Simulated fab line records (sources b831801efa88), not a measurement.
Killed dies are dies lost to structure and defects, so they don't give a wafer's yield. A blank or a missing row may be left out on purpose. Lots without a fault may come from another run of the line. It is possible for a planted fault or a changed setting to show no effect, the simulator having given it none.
fab line records | flow sky130
record: lots: 6 wafers: 18 lastDay: 49
route steps=708 shown VIA4@651 METAL5@661 PAD_OPEN@708
lots untouched by any fault: they come from a run of this same line in which no faults occurred
startH: hours from the record's first day to the start of the lot's first wafer shown | waitH: how many hours have passed since the lot's step before this one | " the same as in the row above | L1.1+2: a single row standing in for several wafers | - value missing, or start not given | * or withheld: withheld | < > ~ a bound
route shown NAME@n: NAME is a module with steps in the file, n the number in the route of the first one | usual: average and standard deviation across the fault-free wafers | same: alike in all rows | chamber/n: place in a boat | sites: the reading at each site | _std_site: the standard deviation of these | _edge_site: the outer-site mean with the inner-site mean subtracted | radiusMm: for every site, how far away it sits from the centre of the wafer | mask NAME#n: copy n | behind: the last tool/chamber to shape the wafer | hold: what put the lot on hold/how long, in hours/how the hold closed | device: the n, p or np transistor that did not switch | end of line: tests run on the same wafers once the route is complete | for a step that has no rows: nothing shown but its recipe | killed: the dies lost at the first sort to structure and to defects; this is not the yield of the wafer | map: the dies of a wafer, with x for killed, . for not killed, _ for no die there
set.NAME: the run value of the setting; set.NAME@STEP: its run value at that earlier step | model.NAME: the simulator's own value behind a step, which no gauge read
lots at selected steps of the route; one table per step, one row per wafer
services: from which hour (startH, from the record's first day; less than 0 if before it) a tool's chamber was out of use, for how many hours, and why
== steps ==
step: SKY_VIA4_ETCH_12
recipe: target: SiO2 chemistry: C4F8/O2/Ar stopOn: TiN maskMaterial: NOVOLAK sourceW: 1500 biasW: 1153 pressureMtorr: 40 c4f8FlowSccm: withheld O2_flow_sccm: 6 Ar_flow_sccm: 300 timeS: withheld targetDepthA: 5800
step: SKY_VIA4_STRIP_13
recipe: chemistry: O2/N2 powerW: 1400 pressureMtorr: 1500 platenTempC: withheld o2FlowSccm: 3000 n2FlowSccm: 300 overashFraction: 0.5
step: SKY_VIA4_STRIP_14
recipe: chemistry: postEtchResidueRemover timeS: 1200 tempC: 72.5
step: SKY_VIA4_CLEAN_15
recipe: chemistry: IPA timeS: 180 tempC: 25
step: SKY_VIA4_CLEAN_16
recipe: chemistry: O3/DIW dry: n2Spin
step: SKY_VIA4_SPUTTER_17
recipe: material: TiN targetThkNm: 20 chamberPressurePa: 5 powerW: 4000 timeS: 80
step: SKY_VIA4_CVD_18
recipe: material: W targetThkNm: 505 timeS: 152.14 tempC: 400 pressureTorr: 40
step: SKY_VIA4_RS_MEAS_19
recipe: thkMeasGauge: four-point-probe reads: W_of_VIA4_CVD_18+TiN_of_VIA4_SPUTTER_17
usual: VIA4_W_RS: 0.2269/0.0028
columns lot.wafer tool chamber startH waitH VIA4_W_RS[ohm/sq]
L838.1 filmMetro-02 - 1047.66 0.1 0.2268
L838.3 " - " " 0.2280
L838.4 " - " " 0.2253
L845.1 filmMetro-02 - 1087.73 0.1 0.2281
L845.3 " - " " 0.2231
L845.5 " - " " 0.2245
L846.1 filmMetro-01 - 1095.92 0.1 0.2242
L846.2 " - " " 0.2281
L846.5 " - " " 0.2265
L848.1 filmMetro-02 - 1098.99 0.1 0.2289
L848.3 " - " " 0.2288
L848.6 " - " " 0.2266
L851.3 filmMetro-01 - 1119.81 0.1 0.2316
L851.4 " - " " 0.2310
L851.6 " - " " 0.2322
L849.1 filmMetro-01 - 1123.54 0.1 0.2268
L849.2 " - " " 0.2235
L849.5 " - " " 0.2265
step: SKY_VIA4_THK_MEAS_20
recipe: thkMeasGauge: xrf reads: W_of_VIA4_CVD_18
usual: VIA4_W_THK: 503/7.7
columns lot.wafer tool chamber startH waitH VIA4_W_THK[nm]
L838.1 filmMetro-02 - 1047.78 0.1 508
L838.3 " - " " 505
L838.4 " - " " 510
L845.1 filmMetro-02 - 1087.85 0.1 496
L845.3 " - " " 509
L845.5 " - " " 508
L846.1 filmMetro-01 - 1096.04 0.1 513
L846.2 " - " " 507
L846.5 " - " " 510
L848.1 filmMetro-02 - 1099.11 0.1 496
L848.3 " - " " 494
L848.6 " - " " 499
L851.3 filmMetro-01 - 1119.91 0.1 499
L851.4 " - " " 501
L851.6 " - " " 500
L849.1 filmMetro-01 - 1123.66 0.1 511
L849.2 " - " " 513
L849.5 " - " " 511
step: SKY_VIA4_CMP_21
recipe: stopOn: SiO2 tOverpolishS: 25 downForcePsi: 3.5 platenRpm: 60 targetThkNm: 0 padVelocityMS: 0.94248
usual: motorCurrentA: 10.8/0.78 overpolishRunS: 25.000/0.0092 timeToEndpointS: 123/3.7
columns lot.wafer tool chamber startH waitH motorCurrentA overpolishRunS timeToEndpointS
L838.1 cmp-01 1 1047.84 0.1 10.2 24.989 127
L838.4 " 3 " " 11.5 24.999 125
L838.3 " 0 " " 10.1 24.994 125
L845.1 cmp-02 2 1087.91 0.1 11.0 24.993 125
L845.3 " 1 " " 11.4 25.013 124
L845.5 " 3 " " 9.1 24.992 122
L846.2 cmp-02 0 1096.15 0.1 10.4 24.995 128
L846.1 " 2 " " 11.5 24.994 129
L846.5 " 3 " " 9.2 25.011 125
L848.3 cmp-01 0 1099.28 0.1 10.5 24.996 121
L848.1 " 1 " " 11.3 25.004 118
L848.6 " 2 " " 11.3 25.010 117
L851.3 cmp-02 0 1119.98 0.1 10.7 24.983 120
L851.4 " 3 " " 9.1 24.987 116
L851.6 " 1 " " 11.9 24.996 118
L849.2 cmp-01 2 1123.77 0.1 11.3 25.001 124
L849.1 " 0 " " 9.8 24.998 127
L849.5 " 2 " " 11.4 25.016 122
step: SKY_METAL5_SPUTTER_00
recipe: material: Ti targetThkNm: 15 powerW: 3000 timeS: 10 chamberPressurePa: 0.4
usual: throttleValvePct: 30.4/0.72
columns lot.wafer tool chamber startH waitH throttleValvePct
L838.1 pvdSputter-04 - 1048.14 0.2 31.7
L838.3 " - " " 30.2
L838.4 " - " " 30.9
L845.1 pvdSputter-01 - 1088.21 0.2 30.6
L845.3 " - " " 30.2
L845.5 " - " " 30.2
L846.1 pvdSputter-01 - 1096.40 0.1 31.4
L846.2 " - " " 30.3
L846.5 " - " " 30.4
L848.1 pvdSputter-04 - 1099.49 0.1 31.5
L848.3 " - " " 30.9
L848.6 " - " " 31.6
L851.3 pvdSputter-01 - 1120.28 0.2 30.5
L851.4 " - " " 31.7
L851.6 " - " " 29.5
L849.1 pvdSputter-04 - 1124.02 0.1 30.9
L849.2 " - " " 29.4
L849.5 " - " " 31.0
step: SKY_METAL5_SPUTTER_01
recipe: material: TiN targetThkNm: 20 powerW: 6500 timeS: 16.7 chamberPressurePa: 0.4
usual: throttleValvePct: 30.5/0.73
columns lot.wafer tool chamber startH waitH throttleValvePct
L838.1 pvdSputter-04 - 1048.17 0.0 31.7
L838.3 " - " " 30.4
L838.4 " - " " 31.0
L845.1 pvdSputter-01 - 1088.23 0.0 30.7
L845.3 " - " " 30.2
L845.5 " - " " 30.3
L846.1 pvdSputter-01 - 1096.42 0.0 31.7
L846.2 " - " " 30.3
L846.5 " - " " 30.4
L848.1 pvdSputter-04 - 1099.52 0.0 31.4
L848.3 " - " " 31.1
L848.6 " - " " 31.5
L851.3 pvdSputter-01 - 1120.31 0.0 31.0
L851.4 " - " " 31.8
L851.6 " - " " 29.6
L849.1 pvdSputter-04 - 1124.04 0.0 30.9
L849.2 " - " " 29.7
L849.5 " - " " 30.7
step: SKY_METAL5_SPUTTER_02
recipe: material: AlCu targetThkNm: 1150 powerW: 10600 timeS: 61.2 chamberPressurePa: 0.4
usual: throttleValvePct: 30.5/0.72
columns lot.wafer tool chamber startH waitH throttleValvePct model.AlCu_of_METAL5_SPUTTER_02.thkNm
L838.1 pvdSputter-04 - 1048.19 0.0 31.4 1146
L838.3 " - " " 30.0 1128
L838.4 " - " " 30.8 1158
L845.1 pvdSputter-01 - 1088.26 0.0 30.4 1141
L845.3 " - " " 30.4 1130
L845.5 " - " " 30.2 1125
L846.1 pvdSputter-01 - 1096.45 0.0 31.6 990.6
L846.2 " - " " 30.1 1160
L846.5 " - " " 30.3 1159
L848.1 pvdSputter-04 - 1099.54 0.0 31.3 1144
L848.3 " - " " 30.8 1151
L848.6 " - " " 31.6 1148
L851.3 pvdSputter-01 - 1120.33 0.0 30.5 1147
L851.4 " - " " 31.8 971.5
L851.6 " - " " 29.5 1152
L849.1 pvdSputter-04 - 1124.07 0.0 30.9 1154
L849.2 " - " " 29.8 1153
L849.5 " - " " 30.9 1151
step: SKY_METAL5_SPUTTER_03
recipe: material: Ti targetThkNm: 5 powerW: 3000 timeS: 3.3 chamberPressurePa: 0.4
usual: throttleValvePct: 30.5/0.7
columns lot.wafer tool chamber startH waitH throttleValvePct
L838.1 pvdSputter-04 - 1048.24 0.0 31.3
L838.3 " - " " 30.4
L838.4 " - " " 31.0
L845.1 pvdSputter-01 - 1088.31 0.0 30.5
L845.3 " - " " 30.1
L845.5 " - " " 30.3
L846.1 pvdSputter-01 - 1096.50 0.0 31.9
L846.2 " - " " 30.3
L846.5 " - " " 30.6
L848.1 pvdSputter-04 - 1099.59 0.0 31.5
L848.3 " - " " 31.0
L848.6 " - " " 31.3
L851.3 pvdSputter-01 - 1120.38 0.0 30.6
L851.4 " - " " 31.6
L851.6 " - " " 29.8
L849.1 pvdSputter-04 - 1124.12 0.0 30.8
L849.2 " - " " 29.5
L849.5 " - " " 30.8
step: SKY_METAL5_SPUTTER_04
recipe: material: TiN targetThkNm: 70 powerW: 6500 timeS: 58.3 chamberPressurePa: 0.4
usual: throttleValvePct: 30.5/0.74
columns lot.wafer tool chamber startH waitH throttleValvePct
L838.1 pvdSputter-04 - 1048.26 0.0 31.5
L838.3 " - " " 30.2
L838.4 " - " " 31.0
L845.1 pvdSputter-01 - 1088.33 0.0 30.6
L845.3 " - " " 30.4
L845.5 " - " " 30.3
L846.1 pvdSputter-01 - 1096.52 0.0 31.6
L846.2 " - " " 30.2
L846.5 " - " " 30.6
L848.1 pvdSputter-04 - 1099.61 0.0 31.6
L848.3 " - " " 31.1
L848.6 " - " " 31.5
L851.3 pvdSputter-01 - 1120.40 0.0 30.6
L851.4 " - " " 31.8
L851.6 " - " " 29.6
L849.1 pvdSputter-04 - 1124.14 0.0 30.8
L849.2 " - " " 29.7
L849.5 " - " " 31.2
step: SKY_METAL5_RS_MEAS_05
recipe: thkMeasGauge: four-point-probe reads: TiN_of_METAL5_SPUTTER_04+Ti_of_METAL5_SPUTTER_03+AlCu_of_METAL5_SPUTTER_02+TiN_of_METAL5_SPUTTER_01+Ti_of_METAL5_SPUTTER_00
usual: METAL5_ALCU_RS: 0.0271/0.00026
columns lot.wafer tool chamber startH waitH METAL5_ALCU_RS[ohm/sq]
L838.1 filmMetro-02 - 1048.31 0.0 0.02714
L838.3 " - " " 0.02757
L838.4 " - " " 0.02686
L845.1 filmMetro-02 - 1088.38 0.0 0.02722
L845.3 " - " " 0.02745
L845.5 " - " " 0.02764
L846.1 filmMetro-04 - 1096.57 0.0 0.03147
L846.2 " - " " 0.02686
L846.5 " - " " 0.02688
L848.1 filmMetro-02 - 1099.66 0.0 0.02715
L848.3 " - " " 0.02697
L848.6 " - " " 0.02708
L851.3 filmMetro-04 - 1120.49 0.1 0.02724
L851.4 " - " " 0.03208
L851.6 " - " " 0.02696
L849.1 filmMetro-04 - 1124.19 0.0 0.02705
L849.2 " - " " 0.02711
L849.5 " - " " 0.02705
step: SKY_METAL5_THK_MEAS_06
recipe: thkMeasGauge: xrf reads: AlCu_of_METAL5_SPUTTER_02
usual: METAL5_ALCU_THK: 1153/13
columns lot.wafer tool chamber startH waitH METAL5_ALCU_THK[nm]
L838.1 filmMetro-02 - 1048.43 0.1 1152
L838.3 " - " " 1125
L838.4 " - " " 1159
L845.1 filmMetro-02 - 1088.50 0.1 1143
L845.3 " - " " 1133
L845.5 " - " " 1120
L846.1 filmMetro-04 - 1096.69 0.1 997
L846.2 " - " " 1170
L846.5 " - " " 1164
L848.1 filmMetro-02 - 1099.78 0.1 1145
L848.3 " - " " 1153
L848.6 " - " " 1154
L851.3 filmMetro-04 - 1120.59 0.1 1152
L851.4 " - " " 980
L851.6 " - " " 1161
L849.1 filmMetro-04 - 1124.31 0.1 1154
L849.2 " - " " 1159
L849.5 " - " " 1146
step: SKY_METAL5_DEHYDRATE_07
recipe: tempC: 200 timeS: 60
step: SKY_METAL5_HMDS_08
recipe: primeTimeS: 60 primeTempC: 120
step: SKY_METAL5_COAT_09
recipe: resist: NOVOLAK spinRpm: 3000 resistThkNm: 1800
step: SKY_METAL5_SOFTBAKE_10
recipe: tempC: 90 timeS: 60 resist: NOVOLAK
step: SKY_METAL5_EXPOSE_11
recipe: maskId: MM5 na: 0.6 sourceShape: conventional sigmaOuter: 0.6 polarization: unpolarized targetCdNm: 1600 doseMj: 190
step: SKY_METAL5_PEB_12
recipe: tempC: withheld timeS: * resist: NOVOLAK
step: SKY_METAL5_DEVELOP_13
recipe: resist: NOVOLAK developer: TMAH developTimeS: 60 devTempC: 23
step: SKY_METAL5_DESCUM_14
recipe: chemistry: O2 sourcePowerW: 150 biasPowerW: 0 pressureMtorr: 10 tempC: 40 timeS: 11
step: SKY_METAL5_METAL_ETCH_15
recipe: targetDepthA: 12600 stopOn: SiO2 overEtchFrac: 0.2 timeS: 252 chemistry: Cl2/BCl3 resistSidewallDeg: 86 pressureMtorr: 10 icpW: 900 biasW: 48.5 Cl2_flow_sccm: 60 bcl3FlowSccm: 30
usual: biasW: 48.49/0.14 drypumpMotorCurrentA: 5.70/0.2 oesProductAu: 0.894/0.0052 throttleValvePct: 22.264/0.0083
columns lot.wafer tool chamber startH waitH biasW drypumpMotorCurrentA oesProductAu rfHoursCounterH throttleValvePct
L838.1 rieMetal-04 1 1069.40 0.0 48.67 5.82 0.896 12 22.266
L838.3 " 0 " " 48.57 5.40 0.889 - 22.252
L838.4 " 1 " " 48.62 5.79 0.893 - 22.256
L845.1 rieMetal-02 1 1109.06 0.0 48.55 5.69 0.884 13 22.268
L845.3 " 1 " " 48.79 5.69 0.888 - 22.257
L845.5 " 1 " " 48.51 5.65 0.894 - 22.276
L846.1 rieMetal-04 1 1117.58 0.0 48.39 5.78 0.841 16 22.249
L846.2 " 0 " " 48.41 5.39 0.892 27 22.266
L846.5 " 1 " " 48.30 5.77 0.891 - 22.264
L848.1 rieMetal-04 1 1120.18 0.0 48.60 5.81 0.891 16 22.259
L848.3 " 0 " " 48.41 5.41 0.895 - 22.266
L848.6 " 0 " " 48.73 5.39 0.892 - 22.260
L851.3 rieMetal-04 1 1139.64 0.2 48.55 5.83 0.897 - 22.264
L851.4 " 1 " " 48.48 5.84 0.833 - 22.259
L851.6 " 1 " " 48.47 5.81 0.904 - 22.258
L849.1 rieMetal-04 1 1142.88 0.1 48.52 5.79 0.899 19 22.261
L849.2 " 1 " " 48.41 5.78 0.899 - 22.255
L849.5 " 1 " " 48.63 5.80 0.898 - 22.256
step: SKY_METAL5_STRIP_16
recipe: chemistry: O2/N2 powerW: 1400 pressureMtorr: 1500 platenTempC: withheld o2FlowSccm: 3000 n2FlowSccm: 300 overashFraction: 0.5
step: SKY_PAD_OPEN_PROBE_99
usual: defectLimitedYield: 82.6/1.9 killed_at_M0_to_M3: 43/7.1 killed_at_M4_up: 3.0/1.6 killedAtContacts: 24/5.3 killedAtFrontEnd: 16/4.1 killedAtOther: 0.5/0.82 killedDies: 86/9.4 killedOpen: 46/6.9 killedShort: 39/6.5 sort_bin_3_pad_short: 0.9/0.45 sort_bin_5_function: 10.3/1.5 sort_bin_6_memory: 6.2/1.1 sortNPass: 406/9.4 sortYieldPct: 82.6/1.9
same: grossDies: 492 killedAtBackSide: 0 sort_bin_4_leakage[%]: 0 sort_bin_8_speed[%]: 0
columns lot.wafer tool chamber startH waitH defectLimitedYield[%] killed_at_M0_to_M3 killed_at_M4_up killedAtContacts killedAtFrontEnd killedAtOther killedDies killedOpen killedShort sort_bin_3_pad_short[%] sort_bin_5_function[%] sort_bin_6_memory[%] sortNPass sortYieldPct[%] model.etest.met5.rsOhmSq model.etest.met5.lineOhmUm
L838.1 prober-01 - 1114.76 0.1 84.3 36 3 17 20 1 77 38 38 1.2 8.5 5.9 415 84.3 0.02739 0.01703
L838.3 prober-01 - 1114.86 0.2 85.4 42 4 15 10 1 72 34 36 1.0 8.3 5.3 420 85.4 0.02745 0.01707
L838.4 prober-01 - 1114.91 0.2 81.9 53 4 21 10 1 89 50 38 0.6 12.2 5.3 403 81.9 0.02716 0.01687
L845.1 prober-02 - 1150.57 0.1 81.1 40 2 38 13 0 93 52 40 0.8 10.6 7.5 399 81.1 0.02713 0.01705
L845.3 prober-02 - 1150.67 0.2 83.1 42 3 24 14 0 83 51 28 0.6 9.1 7.1 409 83.1 0.02755 0.01728
L845.5 prober-02 - 1150.77 0.2 79.3 47 4 25 26 0 102 48 54 1.2 11.4 8.1 390 79.3 0.02779 0.01743
L846.1 prober-01 - 1157.20 0.1 80.7 55 1 23 16 0 95 54 41 1.0 12.2 6.1 397 80.7 0.03147 0.01951
L846.2 prober-01 - 1157.25 0.1 82.7 40 2 28 14 1 85 55 30 0.2 10.8 6.3 407 82.7 0.02697 0.01675
L846.5 prober-01 - 1157.40 0.2 81.1 40 2 34 16 1 93 52 41 0.4 11.6 6.9 399 81.1 0.02683 0.0166
L848.1 prober-02 - 1160.03 0.1 81.9 40 2 26 20 1 89 48 41 1.2 11.0 5.9 403 81.9 0.0272 0.01698
L848.3 prober-02 - 1160.13 0.2 84.8 40 1 23 11 0 75 46 29 0.6 7.7 6.9 417 84.8 0.02722 0.01695
L848.6 prober-02 - 1160.28 0.2 82.1 50 5 21 12 0 88 38 50 0.4 11.4 6.1 404 82.1 0.02747 0.01711
L851.3 prober-02 - 1178.27 0.2 83.7 50 0 18 12 0 80 48 32 0.6 9.8 5.9 412 83.7 0.02752 0.01709
L851.4 prober-02 - 1178.32 0.2 82.9 49 2 23 10 0 84 46 38 0.8 10.4 5.9 408 82.9 0.03227 0.01996
L851.6 prober-02 - 1178.42 0.2 83.3 45 2 23 11 1 82 47 35 1.4 9.3 5.9 410 83.3 0.02721 0.01683
L849.1 prober-01 - 1180.72 0.1 80.9 42 3 26 22 1 94 56 35 1.4 12.2 5.5 398 80.9 0.02706 0.01682
L849.2 prober-01 - 1180.77 0.1 84.1 48 2 19 9 0 78 51 25 0.8 10.8 4.3 414 84.1 0.02683 0.01669
L849.5 prober-01 - 1180.92 0.2 83.1 43 0 26 14 0 83 47 35 0.4 12.0 4.5 409 83.1 0.02709 0.01676
killed by level:class
L838.1 CONTACT:geometricParticle:open=11 VIA1:geometricParticle:open=7 POLY_GATE:geometricParticle:short=5 METAL1:geometricParticle:short=5 VIA3:geometricParticle:open=5 POLY_GATE:geometricParticle:open=4 FIELD_ISO:geometricParticle:short=3 METAL1:geometricParticle:open=3
L838.3 VIA1:geometricParticle:open=12 VIA3:geometricParticle:short=6 VIA3:geometricParticle:open=6 LI_CONTACT:geometricParticle:open=5 METAL2:geometricParticle:short=4 METAL4:geometricParticle:short=4 FIELD_ISO:geometricParticle:open=3 CONTACT:geometricParticle:short=3
L838.4 CONTACT:geometricParticle:open=11 VIA1:geometricParticle:open=10 VIA3:geometricParticle:open=9 METAL2:geometricParticle:short=9 VIA3:geometricParticle:short=8 LI_CONTACT:geometricParticle:open=7 METAL1:geometricParticle:short=5 VIA1:geometricParticle:short=5
L845.1 CONTACT:geometricParticle:open=13 LI_CONTACT:geometricParticle:open=9 VIA1:geometricParticle:open=9 VIA2:geometricParticle:open=7 VIA1:geometricParticle:short=6 LOCAL_INTERCONNECT:geometricParticle:short=5 METAL2:geometricParticle:short=5 LI_CONTACT:geometricParticle:short=4
L845.3 CONTACT:geometricParticle:open=10 VIA1:geometricParticle:open=10 FIELD_ISO:geometricParticle:open=7 VIA3:geometricParticle:open=7 LI_CONTACT:geometricParticle:open=6 CONTACT:geometricParticle:short=6 VIA2:geometricParticle:open=6 METAL2:geometricParticle:short=5
L845.5 CONTACT:geometricParticle:short=9 VIA1:geometricParticle:open=9 VIA3:geometricParticle:open=8 METAL2:geometricParticle:short=7 POLY_GATE:geometricParticle:short=6 LI_CONTACT:geometricParticle:open=5 LOCAL_INTERCONNECT:geometricParticle:short=5 CONTACT:geometricParticle:open=5
L846.1 VIA1:geometricParticle:open=19 VIA2:geometricParticle:open=7 LOCAL_INTERCONNECT:geometricParticle:short=7 VIA1:geometricParticle:short=7 LI_CONTACT:geometricParticle:open=6 FIELD_ISO:geometricParticle:short=5 CONTACT:geometricParticle:short=5 METAL1:geometricParticle:short=5
L846.2 VIA1:geometricParticle:open=12 CONTACT:geometricParticle:open=11 LI_CONTACT:geometricParticle:open=9 VIA3:geometricParticle:open=7 FIELD_ISO:geometricParticle:open=5 METAL1:geometricParticle:short=5 VIA2:geometricParticle:open=4 METAL3:geometricParticle:short=4
L846.5 LI_CONTACT:geometricParticle:open=11 CONTACT:geometricParticle:open=9 VIA1:geometricParticle:open=8 VIA2:geometricParticle:open=7 VIA3:geometricParticle:open=7 CONTACT:geometricParticle:short=6 POLY_GATE:geometricParticle:open=5 VIA3:geometricParticle:short=5
L848.1 CONTACT:geometricParticle:open=10 VIA1:geometricParticle:open=9 LI_CONTACT:geometricParticle:open=8 VIA1:geometricParticle:short=6 CONTACT:geometricParticle:short=5 FIELD_ISO:geometricParticle:open=4 FIELD_ISO:geometricParticle:short=4 SONOS_ONO:geometricParticle:short=4
L848.3 VIA1:geometricParticle:open=10 VIA2:geometricParticle:open=10 CONTACT:geometricParticle:open=8 LI_CONTACT:geometricParticle:open=7 POLY_GATE:geometricParticle:short=4 CONTACT:geometricParticle:short=4 METAL1:geometricParticle:short=4 VIA2:geometricParticle:short=4
L848.6 METAL2:geometricParticle:short=10 VIA1:geometricParticle:short=8 VIA1:geometricParticle:open=8 VIA2:geometricParticle:open=7 CONTACT:geometricParticle:open=6 METAL4:geometricParticle:short=5 CONTACT:geometricParticle:short=5 VIA3:geometricParticle:open=5
L851.3 VIA1:geometricParticle:open=17 VIA3:geometricParticle:open=9 CONTACT:geometricParticle:open=7 METAL2:geometricParticle:short=6 VIA2:geometricParticle:open=6 METAL1:geometricParticle:short=5 LI_CONTACT:geometricParticle:open=4 LOCAL_INTERCONNECT:geometricParticle:short=4
L851.4 VIA1:geometricParticle:open=11 CONTACT:geometricParticle:open=9 VIA2:geometricParticle:open=8 METAL1:geometricParticle:short=6 METAL2:geometricParticle:short=6 CONTACT:geometricParticle:short=4 METAL3:geometricParticle:short=4 VIA3:geometricParticle:open=4
L851.6 VIA1:geometricParticle:open=11 CONTACT:geometricParticle:open=10 VIA2:geometricParticle:short=6 POLY_GATE:geometricParticle:short=5 LI_CONTACT:geometricParticle:open=5 CONTACT:geometricParticle:short=5 VIA2:geometricParticle:open=5 VIA1:geometricParticle:short=4
L849.1 CONTACT:geometricParticle:open=11 VIA3:geometricParticle:open=7 FIELD_ISO:geometricParticle:open=6 LI_CONTACT:geometricParticle:open=6 METAL2:geometricParticle:short=6 VIA2:geometricParticle:open=6 POLY_GATE:geometricParticle:open=5 VIA1:geometricParticle:open=5
L849.2 VIA3:geometricParticle:open=12 VIA1:geometricParticle:open=9 CONTACT:geometricParticle:open=8 VIA2:geometricParticle:open=8 LI_CONTACT:geometricParticle:open=6 METAL2:geometricParticle:short=5 VIA1:geometricParticle:short=4 POLY_GATE:geometricParticle:short=3
L849.5 VIA3:geometricParticle:open=11 VIA2:geometricParticle:open=9 LI_CONTACT:geometricParticle:short=8 CONTACT:geometricParticle:open=8 LI_CONTACT:geometricParticle:open=5 VIA1:geometricParticle:open=5 METAL2:geometricParticle:short=5 FIELD_ISO:geometricParticle:short=4
== services ==
columns tool chamber startH hours kind
cmp-01 - 1040.37 1.5 repair
cmp-02 - 1046.99 1.3 repair
cmp-01 - 1062.29 2.8 repair
rieMetal-04 0 1063.94 3.7 repair
cmp-02 - 1077.78 4.0 pm
cmp-01 - 1081.48 1.2 repair
cmp-01 - 1084.00 4.0 pm
cmp-01 - 1088.00 - consumableReplace:conditioner
cmp-01 - 1088.00 - consumableReplace:pad
pvdSputter-04 2 1109.23 - consumableReplace:kit
pvdSputter-04 2 1109.23 18.0 scheduledDown
pvdSputter-04 2 1109.23 18.0 ventCycle
cmp-01 - 1110.09 0.9 repair
pvdSputter-04 - 1122.43 0.6 repair
pvdSputter-01 - 1133.79 1.3 repair
rieMetal-04 0 1135.29 - clean
rieMetal-04 0 1135.29 - consumableReplace:focusRing
rieMetal-04 0 1135.29 22.6 scheduledDown
rieMetal-04 0 1135.29 22.6 ventCycle
rieMetal-02 - 1137.21 0.5 repair
cmp-01 - 1138.68 4.6 repair
pvdSputter-01 3 1140.19 - consumableReplace:kit
pvdSputter-01 3 1140.19 18.0 scheduledDown
pvdSputter-01 3 1140.19 18.0 ventCycle
== key ==
firstSign: step: SKY_METAL5_RS_MEAS_05 reading: METAL5_ALCU_RS direction: up sigmas: 18 usual: 0.0271 struck: 0.03177
effect: step: SKY_METAL5_THK_MEAS_06 reading: METAL5_ALCU_THK direction: down sigmas: 12 usual: 1153 struck: 989
effect: step: SKY_METAL5_METAL_ETCH_15 reading: oesProductAu direction: down sigmas: 11 usual: 0.894 struck: 0.837
modelEffect: step: SKY_METAL5_SPUTTER_02 value: AlCu_of_METAL5_SPUTTER_02.thkNm without: 1155 struck: 981
modelEffect: step: SKY_PAD_OPEN_PROBE_99 value: etest.met5.rsOhmSq without: 0.02704 struck: 0.03187
metAt SKY_METAL5_SPUTTER_02
struckWafers L846.1,L851.4
fault: kind: processParameterDrift tool: pvdSputter-01 chamber: - onsetH: 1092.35 steps: SKY_METAL5_SPUTTER_02 channel: timeS offset: * shape: step endH: 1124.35 actsIn: * stated: * scope: struckWafersOnly
